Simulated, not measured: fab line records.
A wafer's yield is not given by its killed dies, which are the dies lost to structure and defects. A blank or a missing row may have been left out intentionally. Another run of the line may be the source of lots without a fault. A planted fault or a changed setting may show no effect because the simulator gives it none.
Which of the tools did it? / flow gf180mcu / 15 lots, 45 wafers sampled, at 2 steps of a route of 602

== WHAT THE GAUGES SHOWED, per wafer ==
GF_V4_THK_MEAS_25: measures by xrf. Usual: for V4_W_THK the level is 351 nm and the standard deviation is 4.3.
lot=L695; measured=day 25 00:28; on=film metro-03; V4_W_THK (nm)=355 354 357; flag=
lot=L696; measured=day 25 10:47; on=film metro-03; V4_W_THK (nm)=348 350 354; flag=
lot=L697; measured=day 25 13:23; on=film metro-01; V4_W_THK (nm)=353 354 356; flag=
lot=L698; measured=day 25 16:56; on=film metro-01; V4_W_THK (nm)=350 346 349; flag=
lot=L699; measured=day 26 00:16; on=film metro-02; V4_W_THK (nm)=344 344 348; flag=
lot=L700; measured=day 26 05:17; on=film metro-02; V4_W_THK (nm)=352 347 355; flag=
lot=L701; measured=day 26 23:44; on=film metro-03; V4_W_THK (nm)=344 348 351; flag=
lot=L703; measured=day 27 11:52; on=film metro-02; V4_W_THK (nm)=350 350 348; flag=
lot=L705; measured=day 28 02:21; on=film metro-02; V4_W_THK (nm)=350 351 351; flag=
lot=L707; measured=day 28 22:20; on=film metro-03; V4_W_THK (nm)=349 357 354; flag=
lot=L708; measured=day 29 05:54; on=film metro-03; V4_W_THK (nm)=355 356 354; flag=
lot=L709; measured=day 29 08:23; on=film metro-02; V4_W_THK (nm)=345 345 346; flag=
lot=L715; measured=day 30 19:41; on=film metro-02; V4_W_THK (nm)=339 349 349; flag=
lot=L716; measured=day 31 05:03; on=film metro-03; V4_W_THK (nm)=350 348 352; flag=
lot=L717; measured=day 31 06:20; on=film metro-03; V4_W_THK (nm)=353 352 350; flag=

== EACH LOT AND THE TOOL THAT RAN IT (in order: tool; ch and the chambers of the sampled wafers; start) ==
lot=L695; GF_V4_SPUTTER_21=pvd sputter-01, day 25 00:08
lot=L696; GF_V4_SPUTTER_21=pvd sputter-03, day 25 10:27
lot=L697; GF_V4_SPUTTER_21=pvd sputter-01, day 25 13:02
lot=L698; GF_V4_SPUTTER_21=pvd sputter-01, day 25 16:37
lot=L699; GF_V4_SPUTTER_21=pvd sputter-02, day 25 23:55
lot=L700; GF_V4_SPUTTER_21=pvd sputter-03, day 26 04:56
lot=L701; GF_V4_SPUTTER_21=pvd sputter-01, day 26 23:25
lot=L703; GF_V4_SPUTTER_21=pvd sputter-03, day 27 11:32
lot=L705; GF_V4_SPUTTER_21=pvd sputter-01, day 28 02:01
lot=L707; GF_V4_SPUTTER_21=pvd sputter-01, day 28 22:00
lot=L708; GF_V4_SPUTTER_21=pvd sputter-03, day 29 05:34
lot=L709; GF_V4_SPUTTER_21=pvd sputter-02, day 29 08:02
lot=L715; GF_V4_SPUTTER_21=pvd sputter-01, day 30 19:20
lot=L716; GF_V4_SPUTTER_21=pvd sputter-02, day 31 04:42
lot=L717; GF_V4_SPUTTER_21=pvd sputter-03, day 31 05:59
- GF_V4_SPUTTER_21: material Ti, target thk 15 nm, time 80.02 s.

== AS READ BY THE TOOLS THEMSELVES (means over the sampled wafers that have a number; for cases with no such wafer, the mark the record gives instead) ==
GF_V4_SPUTTER_21. Usual: cathode dc power W 2500.0 W, standard deviation 0.46; throttle valve pct 30.2 %, standard deviation 1.
lot=L695; tool=pvd sputter-01; cathode dc power W (W)=2499.9; throttle valve pct (%)=30.0; flag=
lot=L696; tool=pvd sputter-03; cathode dc power W (W)=2499.8; throttle valve pct (%)=30.8; flag=
lot=L697; tool=pvd sputter-01; cathode dc power W (W)=2500.0; throttle valve pct (%)=31.0; flag=
lot=L698; tool=pvd sputter-01; cathode dc power W (W)=2500.1; throttle valve pct (%)=30.0; flag=
lot=L699; tool=pvd sputter-02; cathode dc power W (W)=2499.9; throttle valve pct (%)=30.4; flag=
lot=L700; tool=pvd sputter-03; cathode dc power W (W)=2500.3; throttle valve pct (%)=30.3; flag=
lot=L701; tool=pvd sputter-01; cathode dc power W (W)=2500.3; throttle valve pct (%)=30.0; flag=
lot=L703; tool=pvd sputter-03; cathode dc power W (W)=2500.0; throttle valve pct (%)=30.9; flag=
lot=L705; tool=pvd sputter-01; cathode dc power W (W)=2499.6; throttle valve pct (%)=29.2; flag=
lot=L707; tool=pvd sputter-01; cathode dc power W (W)=2499.9; throttle valve pct (%)=30.6; flag=
lot=L708; tool=pvd sputter-03; cathode dc power W (W)=2500.0; throttle valve pct (%)=31.5; flag=
lot=L709; tool=pvd sputter-02; cathode dc power W (W)=2500.2; throttle valve pct (%)=30.7; flag=
lot=L715; tool=pvd sputter-01; cathode dc power W (W)=2500.2; throttle valve pct (%)=29.1; flag=
lot=L716; tool=pvd sputter-02; cathode dc power W (W)=2499.6; throttle valve pct (%)=30.6; flag=
lot=L717; tool=pvd sputter-03; cathode dc power W (W)=2500.4; throttle valve pct (%)=30.1; flag=

== THE ANSWER, worked out from the rows above alone ==
Rule: a lot is off if the mean of its wafers that have a number lies more than 3 standard deviations from the usual mean. Also off: a lot with no number at a reading for which 4 or more lots have one. Where the step has rows for the other lots, those lots are counted as sound. After the gauges, taken in route order, come the tools' own readings; for these a lot's mean is taken, as printed above. At the first step where some lot is off, the reading lying furthest off is the one used; lots without a number count as furthest.
No lot is off at any reading shown: from this, nothing can be told.

== WHAT THE SIMULATOR PUT IN ==
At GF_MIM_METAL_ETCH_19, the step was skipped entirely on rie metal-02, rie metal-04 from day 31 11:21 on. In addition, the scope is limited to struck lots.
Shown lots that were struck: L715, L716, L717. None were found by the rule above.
